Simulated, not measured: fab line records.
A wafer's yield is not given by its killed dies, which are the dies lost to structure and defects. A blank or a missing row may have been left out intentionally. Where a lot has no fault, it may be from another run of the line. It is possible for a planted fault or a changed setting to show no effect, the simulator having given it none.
Split-lot study || flow gf180mcu || 23 wafers read across 5 lots, on a route 602 steps long

## ABOUT THE SPLIT
At GF_HV_LDD_DEVELOP_18 (develop time 60 s), the setting develop time s was moved away from the recipe's 60 s on 8 of the 23 wafers read, by -4.6% to +13.1%. For the rest of the wafers, this setting stayed at what the recipe calls for.

The file shows no step between the split and the reading.

## THE READING
At GF_HV_LDD_CD_MEAS_19: cd nm in nanometres, against a target cd of 400 nm. Fault-free wafers of this fab line usually give 400.8 nm, standard deviation 2.3 nm.

{"wafer": "L074.1", "tool, chamber at the split": "litho track-02, 0", "develop time s as run, s": 60, "against the recipe": "recipe", "cd nm, nm": 400.6, "against lot-mates on the recipe": "-"}
{"wafer": "L074.2", "tool, chamber at the split": "litho track-02, 0", "develop time s as run, s": 67.28, "against the recipe": "+12.1%", "cd nm, nm": 410.2, "against lot-mates on the recipe": "+10.1"}
{"wafer": "L074.4", "tool, chamber at the split": "litho track-02, 0", "develop time s as run, s": 60, "against the recipe": "recipe", "cd nm, nm": 399.7, "against lot-mates on the recipe": "-"}
{"wafer": "L074.5", "tool, chamber at the split": "litho track-02, 0", "develop time s as run, s": 67.28, "against the recipe": "+12.1%", "cd nm, nm": 412.7, "against lot-mates on the recipe": "+12.6"}
{"wafer": "L074.6", "tool, chamber at the split": "litho track-02, 0", "develop time s as run, s": 67.28, "against the recipe": "+12.1%", "cd nm, nm": 411.1, "against lot-mates on the recipe": "+11.0"}
{"wafer": "L077.1", "tool, chamber at the split": "litho track-02, 0", "develop time s as run, s": 60, "against the recipe": "recipe", "cd nm, nm": 398.6, "against lot-mates on the recipe": "-"}
{"wafer": "L077.2", "tool, chamber at the split": "litho track-02, 0", "develop time s as run, s": 60, "against the recipe": "recipe", "cd nm, nm": 398.6, "against lot-mates on the recipe": "-"}
{"wafer": "L077.4", "tool, chamber at the split": "litho track-02, 0", "develop time s as run, s": 60, "against the recipe": "recipe", "cd nm, nm": 398.4, "against lot-mates on the recipe": "-"}
{"wafer": "L077.5", "tool, chamber at the split": "litho track-02, 0", "develop time s as run, s": 60, "against the recipe": "recipe", "cd nm, nm": 396.4, "against lot-mates on the recipe": "-"}
{"wafer": "L077.6", "tool, chamber at the split": "litho track-02, 0", "develop time s as run, s": 60, "against the recipe": "recipe", "cd nm, nm": 399.2, "against lot-mates on the recipe": "-"}
{"wafer": "L079.1", "tool, chamber at the split": "litho track-04, 0", "develop time s as run, s": 60, "against the recipe": "recipe", "cd nm, nm": 406.7, "against lot-mates on the recipe": "-"}
{"wafer": "L079.3", "tool, chamber at the split": "litho track-04, 0", "develop time s as run, s": 60, "against the recipe": "recipe", "cd nm, nm": 406.1, "against lot-mates on the recipe": "-"}
{"wafer": "L079.6", "tool, chamber at the split": "litho track-04, 0", "develop time s as run, s": 60, "against the recipe": "recipe", "cd nm, nm": 407.3, "against lot-mates on the recipe": "-"}
{"wafer": "L078.1", "tool, chamber at the split": "litho track-04, 0", "develop time s as run, s": 60, "against the recipe": "recipe", "cd nm, nm": 400.5, "against lot-mates on the recipe": "-"}
{"wafer": "L078.2", "tool, chamber at the split": "litho track-04, 0", "develop time s as run, s": 67.89, "against the recipe": "+13.1%", "cd nm, nm": 411.1, "against lot-mates on the recipe": "+10.7"}
{"wafer": "L078.4", "tool, chamber at the split": "litho track-04, 0", "develop time s as run, s": 67.89, "against the recipe": "+13.1%", "cd nm, nm": 410.5, "against lot-mates on the recipe": "+10.1"}
{"wafer": "L078.5", "tool, chamber at the split": "litho track-04, 0", "develop time s as run, s": 67.89, "against the recipe": "+13.1%", "cd nm, nm": 412.5, "against lot-mates on the recipe": "+12.1"}
{"wafer": "L078.6", "tool, chamber at the split": "litho track-04, 0", "develop time s as run, s": 60, "against the recipe": "recipe", "cd nm, nm": 400.4, "against lot-mates on the recipe": "-"}
{"wafer": "L084.1", "tool, chamber at the split": "litho track-03, 0", "develop time s as run, s": 60, "against the recipe": "recipe", "cd nm, nm": 401.9, "against lot-mates on the recipe": "-"}
{"wafer": "L084.2", "tool, chamber at the split": "litho track-03, 0", "develop time s as run, s": 57.24, "against the recipe": "-4.6%", "cd nm, nm": 395.9, "against lot-mates on the recipe": -4.9}
{"wafer": "L084.3", "tool, chamber at the split": "litho track-03, 0", "develop time s as run, s": 60, "against the recipe": "recipe", "cd nm, nm": 399.6, "against lot-mates on the recipe": "-"}
{"wafer": "L084.5", "tool, chamber at the split": "litho track-03, 0", "develop time s as run, s": 60, "against the recipe": "recipe", "cd nm, nm": 400.9, "against lot-mates on the recipe": "-"}
{"wafer": "L084.6", "tool, chamber at the split": "litho track-03, 0", "develop time s as run, s": 57.24, "against the recipe": "-4.6%", "cd nm, nm": 397.0, "against lot-mates on the recipe": -3.8}

FIT RESULTS
A straight line over all 23 wafers: cd nm changes by +0.832 nm for each +1% of develop time s; r = +0.89; the points scatter about the line by 2.7 nm.
The same after taking each lot's own level away (the mean of its wafers on the recipe; 23 wafers): +0.878 nm for each +1%; r = +0.99; scatter 0.89 nm.
According to that fit, moving develop time s by its largest amount changes the reading by 12 nm.
Across the lots, their own levels run from 398.24 to 406.70 nm, a range of 3.7 times the standard deviation given above.
The two slopes agree, so the slope changes little with the lot-to-lot level.
Check: +11.7 nm against its lot-mates is what the line predicts for one of the wafers moved furthest among these (+13.1%) when that wafer is left out of the fit. Against them it came out at +10.7 nm.

## FURTHER SPLITS ON THESE WAFERS
Other splits were also applied to these wafers ahead of the reading. Each is held against what the fit with the lots' levels taken away leaves over:
{"other split on the same wafers": "GF_STI_PEB_10 peb temp c", "wafers away from the commonest value": 11, "r with cd nm (lot level and that fit taken away)": -0.19}
{"other split on the same wafers": "GF_STI_WET_ETCH_17 time s", "wafers away from the commonest value": 15, "r with cd nm (lot level and that fit taken away)": "+0.07"}
{"other split on the same wafers": "GF_MVSD_IMPLANT_08 dose cm2", "wafers away from the commonest value": 8, "r with cd nm (lot level and that fit taken away)": "+0.28"}
{"other split on the same wafers": "GF_MVSD_STRIP_10 power w", "wafers away from the commonest value": 7, "r with cd nm (lot level and that fit taken away)": "+0.11"}
{"other split on the same wafers": "GF_VT_IMPLANT_COAT_13 spin rpm", "wafers away from the commonest value": 8, "r with cd nm (lot level and that fit taken away)": "+0.05"}
{"other split on the same wafers": "GF_VT_IMPLANT_SOFTBAKE_36 temp c", "wafers away from the commonest value": 10, "r with cd nm (lot level and that fit taken away)": -0.38}
{"other split on the same wafers": "GF_VT_IMPLANT_IMPLANT_41 dose cm2", "wafers away from the commonest value": 2, "r with cd nm (lot level and that fit taken away)": "+0.28"}
{"other split on the same wafers": "GF_DUAL_GATE_OXIDATION_15 ox time s", "wafers away from the commonest value": 18, "r with cd nm (lot level and that fit taken away)": -0.24}
{"other split on the same wafers": "GF_POLY_GATE_COAT_05 resist thk nm", "wafers away from the commonest value": 11, "r with cd nm (lot level and that fit taken away)": -0.04}
{"other split on the same wafers": "GF_HV_LDD_DEVELOP_06 dev temp c", "wafers away from the commonest value": 10, "r with cd nm (lot level and that fit taken away)": -0.20}

## THE FILE'S OWN FIT
cd nm changes by +0.877 nm for each +1% of develop time s, r = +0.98.
